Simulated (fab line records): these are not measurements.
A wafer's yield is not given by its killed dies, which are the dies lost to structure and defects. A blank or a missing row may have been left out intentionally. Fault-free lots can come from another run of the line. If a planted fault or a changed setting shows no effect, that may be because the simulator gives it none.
Problem report in the 8D (eight disciplines) form, filled by code :: flow sky130 :: the parts of the form that need people (team, actions taken, sign-off) are left out

== 1. PROBLEM STATEMENT ==
Wafers without a fault read 1999.6 rpm, standard deviation 1.1; spin-speed-rpm at SKY_VT_ADJUST_PCH_COAT_02 reads a mean of 2328.7 rpm on 6 wafers belonging to 2 lots. That is +99 or more standard deviations from the usual mean.
The step: resist thk 3000 nm.
Earliest sighting: wafer L427.3 on litho-track-04 at day 13 07:15. At this step, 36 wafers from 12 lots have a number in the record. By rule, "out" or "out of limits" means more than 4 standard deviations away from the usual mean. All remaining wafers that have a number are taken as sound.

== 2. WHAT IT IS, AND WHAT IT ISN'T ==
question: which readings at this step
is: spin-speed-rpm
is not: dispense-pressure-kPa, exhaust-pa

question: which lots
is: L427, L428
is not: L416, L417, L418, L419, L429, L430, L431, L437, L438, L439

question: which wafers of those lots
is: all that have a number
is not: -

question: read on which tools
is: litho-track-04
is not: litho-track-02, litho-track-03

question: when
is: from day 13 07:15
is not: up to then (12 sound wafers); but 18 sound wafers of L429, L430, L431, L437, L438, L439 came after

== 3. WHAT RULES OUT EACH SUSPECT ==
Counting: a tool stays on the suspect list if, at a process step up to the reading, it processed all lots that are out and no sound lot following the first of them.
- litho-track-04 at SKY_VT_ADJUST_PCH_COAT_02 (resist thk 3000 nm): kept. It processed each lot that is out, first L427 at day 13 07:15, and no sound lot thereafter; up to then, the last sound lot it processed was L418 at day 10 14:56. Its own spin-speed-rpm readings are out on those wafers.
Left after counting: litho-track-04 at SKY_VT_ADJUST_PCH_COAT_02.

== 4. THE CAUSE (what the simulator had put in) ==
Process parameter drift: litho-track-04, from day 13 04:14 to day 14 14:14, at SKY_VT_ADJUST_PCH_COAT_02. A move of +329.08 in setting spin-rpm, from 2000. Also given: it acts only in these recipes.
This tool alone remained once counting was done.

== 5. SEQUENCE OF EFFECTS, ordered by route ==
Rows list readings where the struck wafers' mean (over those with a number) sits beyond 3 standard deviations from the usual. Readings are gone through only where the record gives a usual standard deviation; hours: the median, over the lots, of the time from a lot's start at the first step in this table giving one to that lot's start at this step; sigmas: the change measured in usual standard deviations.
hours: 0
step: SKY_VT_ADJUST_PCH_COAT_02
reading: spin-speed-rpm
usual: 1999.6 rpm
on struck wafers: 2328.7
change: +329.1
sigmas: +99 or more

hours: 13
step: SKY_VT_ADJUST_PCH_STRIP_09
reading: strip-time-to-endpoint-s
usual: 36.98 s
on struck wafers: 34.48
change: -2.50
sigmas: -25
The process steps in it:
- SKY_VT_ADJUST_PCH_COAT_02: resist thk 3000 nm.
- SKY_VT_ADJUST_PCH_STRIP_09: strips in O2/N2.

== 6. WHAT WOULD HAVE CAUGHT IT SOONER ==
First out-of-limits reading in this record: day 13 07:15, which is 3 hours after fault onset at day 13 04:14.
